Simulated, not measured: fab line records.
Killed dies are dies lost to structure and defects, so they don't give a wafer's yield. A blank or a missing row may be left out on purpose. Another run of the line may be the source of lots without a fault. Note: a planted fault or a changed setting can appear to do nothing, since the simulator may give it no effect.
Which of the tools did it? || flow gf180mcu || 39 wafers from 13 lots sampled at 3 of the route's 602 steps

## WHAT THE GAUGES SHOWED, per wafer
GF_V3_BOW_MEAS_05.
{"lot": "L418", "measured": "day 22 04:01", "on": "film-metro-03", "V3_BOW (um)": "133 131 128"}
{"lot": "L419", "measured": "day 22 19:02", "on": "film-metro-02", "V3_BOW (um)": "125 114 124"}
{"lot": "L422", "measured": "day 23 13:52", "on": "film-metro-01", "V3_BOW (um)": "110 124 111"}
{"lot": "L423", "measured": "day 23 23:41", "on": "film-metro-01", "V3_BOW (um)": "124 117 108"}
{"lot": "L424", "measured": "day 24 06:35", "on": "film-metro-02", "V3_BOW (um)": "123 126 124"}
{"lot": "L425", "measured": "day 24 13:43", "on": "film-metro-02", "V3_BOW (um)": "109 119 110"}
{"lot": "L427", "measured": "day 25 05:35", "on": "film-metro-02", "V3_BOW (um)": "131 118 136"}
{"lot": "L428", "measured": "day 25 11:39", "on": "film-metro-03", "V3_BOW (um)": "138 135 144"}
{"lot": "L429", "measured": "day 25 17:22", "on": "film-metro-03", "V3_BOW (um)": "114 122 125"}
{"lot": "L430", "measured": "day 26 09:24", "on": "film-metro-02", "V3_BOW (um)": "115 119 117"}
{"lot": "L432", "measured": "day 26 22:20", "on": "film-metro-03", "V3_BOW (um)": "113 106 107"}
{"lot": "L434", "measured": "day 27 10:50", "on": "film-metro-03", "V3_BOW (um)": "110 118 118"}
{"lot": "L439", "measured": "day 29 01:08", "on": "film-metro-01", "V3_BOW (um)": "106 105 101"}

GF_M4_OVL_MEAS_15.
{"lot": "L418", "measured": "day 24 02:52", "on": "overlay-02", "M4_OVL (nm)": "-2 7 6"}
{"lot": "L419", "measured": "day 24 17:58", "on": "overlay-01", "M4_OVL (nm)": "-11 2 -3"}
{"lot": "L422", "measured": "day 25 11:46", "on": "overlay-01", "M4_OVL (nm)": "6 0 1"}
{"lot": "L423", "measured": "day 25 21:15", "on": "overlay-02", "M4_OVL (nm)": "0 2 3"}
{"lot": "L424", "measured": "day 26 03:56", "on": "overlay-01", "M4_OVL (nm)": "6 -2 4"}
{"lot": "L425", "measured": "day 26 09:43", "on": "overlay-01", "M4_OVL (nm)": "14 14 3"}
{"lot": "L427", "measured": "day 27 00:52", "on": "overlay-02", "M4_OVL (nm)": "1 3 0"}
{"lot": "L428", "measured": "day 27 05:46", "on": "overlay-01", "M4_OVL (nm)": "5 8 1"}
{"lot": "L429", "measured": "day 27 12:13", "on": "overlay-01", "M4_OVL (nm)": "4 3 2"}
{"lot": "L430", "measured": "day 28 02:24", "on": "overlay-02", "M4_OVL (nm)": "6 -1 -2"}
{"lot": "L432", "measured": "day 28 21:18", "on": "overlay-02", "M4_OVL (nm)": "-2 0 -3"}
{"lot": "L434", "measured": "day 29 02:27", "on": "overlay-01", "M4_OVL (nm)": "-1 7 0"}
{"lot": "L439", "measured": "day 30 15:07", "on": "overlay-01", "M4_OVL (nm)": "-2 -9 -3"}

## WHAT TOOL EACH LOT RAN ON (gives the tool, then ch and the chambers of the sampled wafers, and finally the start)
{"lot": "L418", "GF_M4_EXPOSE_11": "krf-scanner-02 ch 0, day 23 16:23"}
{"lot": "L419", "GF_M4_EXPOSE_11": "krf-scanner-01 ch 0, day 24 06:22"}
{"lot": "L422", "GF_M4_EXPOSE_11": "krf-scanner-02 ch 0, day 25 01:13"}
{"lot": "L423", "GF_M4_EXPOSE_11": "krf-scanner-01 ch 0, day 25 10:13"}
{"lot": "L424", "GF_M4_EXPOSE_11": "krf-scanner-01 ch 0, day 25 17:52"}
{"lot": "L425", "GF_M4_EXPOSE_11": "krf-scanner-02 ch 0, day 25 23:12"}
{"lot": "L427", "GF_M4_EXPOSE_11": "krf-scanner-01 ch 0, day 26 15:06"}
{"lot": "L428", "GF_M4_EXPOSE_11": "krf-scanner-01 ch 0, day 26 20:10"}
{"lot": "L429", "GF_M4_EXPOSE_11": "krf-scanner-02 ch 0, day 27 02:06"}
{"lot": "L430", "GF_M4_EXPOSE_11": "krf-scanner-02 ch 0, day 27 17:21"}
{"lot": "L432", "GF_M4_EXPOSE_11": "krf-scanner-02 ch 0, day 28 06:38"}
{"lot": "L434", "GF_M4_EXPOSE_11": "krf-scanner-02 ch 0, day 28 18:01"}
{"lot": "L439", "GF_M4_EXPOSE_11": "krf-scanner-02 ch 0, day 30 05:25"}
- GF_M4_EXPOSE_11: exposes mask Metal4, target cd 280 nm.

## AS READ BY THE TOOLS THEMSELVES (means over the sampled wafers that have a number; for cases with no such wafer, the mark the record gives instead)
GF_M4_EXPOSE_11.
{"lot": "L418", "tool": "krf-scanner-02", "exposure-dose-mJ-cm2": 28.004, "stage-vel-mm-s (mm/s)": 500.03}
{"lot": "L419", "tool": "krf-scanner-01", "exposure-dose-mJ-cm2": 27.991, "stage-vel-mm-s (mm/s)": 499.92}
{"lot": "L422", "tool": "krf-scanner-02", "exposure-dose-mJ-cm2": 27.999, "stage-vel-mm-s (mm/s)": 499.57}
{"lot": "L423", "tool": "krf-scanner-01", "exposure-dose-mJ-cm2": 28.555, "stage-vel-mm-s (mm/s)": 499.99}
{"lot": "L424", "tool": "krf-scanner-01", "exposure-dose-mJ-cm2": 28.564, "stage-vel-mm-s (mm/s)": 500.26}
{"lot": "L425", "tool": "krf-scanner-02", "exposure-dose-mJ-cm2": 27.953, "stage-vel-mm-s (mm/s)": 500.10}
{"lot": "L427", "tool": "krf-scanner-01", "exposure-dose-mJ-cm2": 28.331, "stage-vel-mm-s (mm/s)": 499.85}
{"lot": "L428", "tool": "krf-scanner-01", "exposure-dose-mJ-cm2": 28.350, "stage-vel-mm-s (mm/s)": 499.88}
{"lot": "L429", "tool": "krf-scanner-02", "exposure-dose-mJ-cm2": 27.992, "stage-vel-mm-s (mm/s)": 499.81}
{"lot": "L430", "tool": "krf-scanner-02", "exposure-dose-mJ-cm2": 28.014, "stage-vel-mm-s (mm/s)": 500.25}
{"lot": "L432", "tool": "krf-scanner-02", "exposure-dose-mJ-cm2": 28.029, "stage-vel-mm-s (mm/s)": 499.87}
{"lot": "L434", "tool": "krf-scanner-02", "exposure-dose-mJ-cm2": 27.990, "stage-vel-mm-s (mm/s)": 500.14}
{"lot": "L439", "tool": "krf-scanner-02", "exposure-dose-mJ-cm2": 28.020, "stage-vel-mm-s (mm/s)": 500.10}

## THE ANSWER, worked out from the rows above alone
Rule: the lots themselves supply what counts as usual. Put in order of their means at a reading, lots are off if they are a third of the lots or fewer, leave a main group of 4 or more, and stand apart from it by a gap of 3 or more times the standard deviation of the main group's means; of several such gaps the widest counts. Not used: any main group whose means are identical at the precision the tables above print for the reading. Also off: a lot with no number at a reading for which 4 or more lots have one. Where the step has rows for the other lots, those lots are counted as sound. Order of review: gauges by route order, followed by the tools' own readings, for which a lot's mean as printed above is used. At the first step where some lot is off, the reading lying furthest off is the one used; lots without a number count as furthest.
Off, at GF_M4_EXPOSE_11 on exposure-dose-mJ-cm2: L423, L424, L427, L428. The main group has a mean of 27.999 with a standard deviation of 0.021.
If a tool, at that step or one of the process steps before it, ran each lot that is off and ran no sound lot following the first of them, it fits. One fits: krf-scanner-01 at GF_M4_EXPOSE_11. Its last sound lot is L419 (day 24 06:22), its first lot that is off L423 (day 25 10:13): a fault that began between those two fits.
The tool's own readings at GF_M4_EXPOSE_11 bear it out: on the lots that are off they differ by more than 5 times the standard deviation of the sound lots' means. exposure-dose-mJ-cm2 reads 28.450 there against 27.999 on the sound lots.

## WHAT THE SIMULATOR HAD INSERTED
Process parameters drifting: krf-scanner-01 at GF_M4_EXPOSE_11, beginning at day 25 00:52. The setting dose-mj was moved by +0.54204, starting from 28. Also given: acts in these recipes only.
Struck lots among those shown: L423, L424, L427, L428. Same finding as the rule above.
